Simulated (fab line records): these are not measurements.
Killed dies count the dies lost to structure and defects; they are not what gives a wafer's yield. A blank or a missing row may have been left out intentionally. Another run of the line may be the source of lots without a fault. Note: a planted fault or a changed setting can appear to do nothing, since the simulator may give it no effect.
Which tool did it? / flow sky130 / Sampling: 10 lots, 29 wafers, 4 of 708 route steps

== WHAT EACH GAUGE READ, for each wafer ==
SKY_PASSIVATION_THK_MEAS_03.
lot=L853; measured=day 45 10:41; on=film metro-02; PASSIVATION_CVD_02_THK (nm)=538 540 549
lot=L855; measured=day 45 18:07; on=film metro-03; PASSIVATION_CVD_02_THK (nm)=535 552 549
lot=L854; measured=day 45 19:04; on=film metro-01; PASSIVATION_CVD_02_THK (nm)=543 551 543
lot=L856; measured=day 46 02:00; on=film metro-01; PASSIVATION_CVD_02_THK (nm)=540 544 552
lot=L859; measured=day 46 20:47; on=film metro-03; PASSIVATION_CVD_02_THK (nm)=537 540 547
lot=L865; measured=day 48 16:34; on=film metro-02; PASSIVATION_CVD_02_THK (nm)=898 904 899 905
lot=L870; measured=day 50 00:05; on=film metro-02; PASSIVATION_CVD_02_THK (nm)=540 552 546
lot=L872; measured=day 50 05:32; on=film metro-03; PASSIVATION_CVD_02_THK (nm)=529 522 532
lot=L874; measured=day 50 11:20; on=film metro-01; PASSIVATION_CVD_02_THK (nm)=536 528 529
lot=L875; measured=day 50 10:25; on=film metro-02; PASSIVATION_CVD_02_THK (nm)=541 537 544

== WHAT TOOL EACH LOT RAN ON (gives the tool, then ch and the chambers of the sampled wafers, and finally the start) ==
lot=L853; SKY_SD_N_RTA_14=rtp anneal-02 ch 0, day 29 01:46; SKY_LI_CONTACT_STRIP_16=plasma asher-02 ch 0,1, day 30 09:13; SKY_PASSIVATION_CVD_02=pecvd-03 ch 1,2, day 45 10:27
lot=L855; SKY_SD_N_RTA_14=rtp anneal-01 ch 0, day 29 13:14; SKY_LI_CONTACT_STRIP_16=plasma asher-02 ch 0,1, day 30 21:36; SKY_PASSIVATION_CVD_02=pecvd-03 ch 0,2, day 45 17:53
lot=L854; SKY_SD_N_RTA_14=rtp anneal-02 ch 0, day 29 14:31; SKY_LI_CONTACT_STRIP_16=plasma asher-03 ch 0,1, day 30 22:11; SKY_PASSIVATION_CVD_02=pecvd-04 ch 0,1, day 45 18:50
lot=L856; SKY_SD_N_RTA_14=rtp anneal-01 ch 0, day 30 01:01; SKY_LI_CONTACT_STRIP_16=plasma asher-02 ch 0,1, day 31 08:28; SKY_PASSIVATION_CVD_02=pecvd-03 ch 0, day 46 01:40
lot=L859; SKY_SD_N_RTA_14=rtp anneal-02 ch 0, day 31 04:19; SKY_LI_CONTACT_STRIP_16=plasma asher-02 ch 0,1, day 32 11:55; SKY_PASSIVATION_CVD_02=pecvd-01 ch 1,2, day 46 20:33
lot=L865; SKY_SD_N_RTA_14=rtp anneal-02 ch 0, day 33 16:39; SKY_LI_CONTACT_STRIP_16=plasma asher-01 ch 0,1, day 34 21:36; SKY_PASSIVATION_CVD_02=pecvd-03 ch 1,2, day 48 16:14
lot=L870; SKY_SD_N_RTA_14=rtp anneal-02 ch 0, day 35 09:04; SKY_LI_CONTACT_STRIP_16=plasma asher-03 ch 0,1, day 36 12:44; SKY_PASSIVATION_CVD_02=pecvd-04 ch 0,1, day 49 23:44
lot=L872; SKY_SD_N_RTA_14=rtp anneal-01 ch 0, day 35 18:58; SKY_LI_CONTACT_STRIP_16=plasma asher-03 ch 0,1, day 36 22:45; SKY_PASSIVATION_CVD_02=pecvd-01 ch 1,2, day 50 05:12
lot=L874; SKY_SD_N_RTA_14=rtp anneal-01 ch 0, day 36 02:56; SKY_LI_CONTACT_STRIP_16=plasma asher-01 ch 0,1, day 37 06:30; SKY_PASSIVATION_CVD_02=pecvd-01 ch 1,2, day 50 11:04
lot=L875; SKY_SD_N_RTA_14=rtp anneal-02 ch 0, day 36 04:21; SKY_LI_CONTACT_STRIP_16=plasma asher-03 ch 0,1, day 37 08:41; SKY_PASSIVATION_CVD_02=pecvd-04 ch 0,1,2, day 50 10:11
- SKY_SD_N_RTA_14: time 2 s.
- SKY_LI_CONTACT_STRIP_16: strips in O2/N2.
- SKY_PASSIVATION_CVD_02: deposits Si3N4, target thk 540 nm.

== THE ANSWER, worked out from the rows above alone ==
Rule: usual is defined by the lots themselves. Put in order of their means at a reading, lots are off if they are a third of the lots or fewer, leave a main group of 4 or more, and stand apart from it by a gap of 3 or more times the standard deviation of the main group's means; of several such gaps the widest counts. If all means in a main group match to the digits the tables above print for the reading, that group is not used. Also off: a lot with no number at a reading for which 4 or more lots have one. All remaining lots with rows at the step are treated as sound.
Off: L865, seen at SKY_PASSIVATION_THK_MEAS_03 (PASSIVATION_CVD_02_THK). The main group has a mean of 541 nm with a standard deviation of 6.3.
If a tool, at a process step before that reading, ran all the lots that are off and no sound lot after the first of them, it fits. The gauges at SKY_PASSIVATION_THK_MEAS_03 are tried like those tools. One candidate fits, namely pecvd-03 at SKY_PASSIVATION_CVD_02. Its last sound lot is L856 (day 46 01:40), its first lot that is off L865 (day 48 16:14): a fault that began between those two fits.

== WHAT HAD BEEN PUT IN BY THE SIMULATOR ==
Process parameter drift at SKY_PASSIVATION_CVD_02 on pecvd-03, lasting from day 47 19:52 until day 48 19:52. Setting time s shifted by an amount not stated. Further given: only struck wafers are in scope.
Lots struck among those shown: L865. This agrees with what the rule above found.
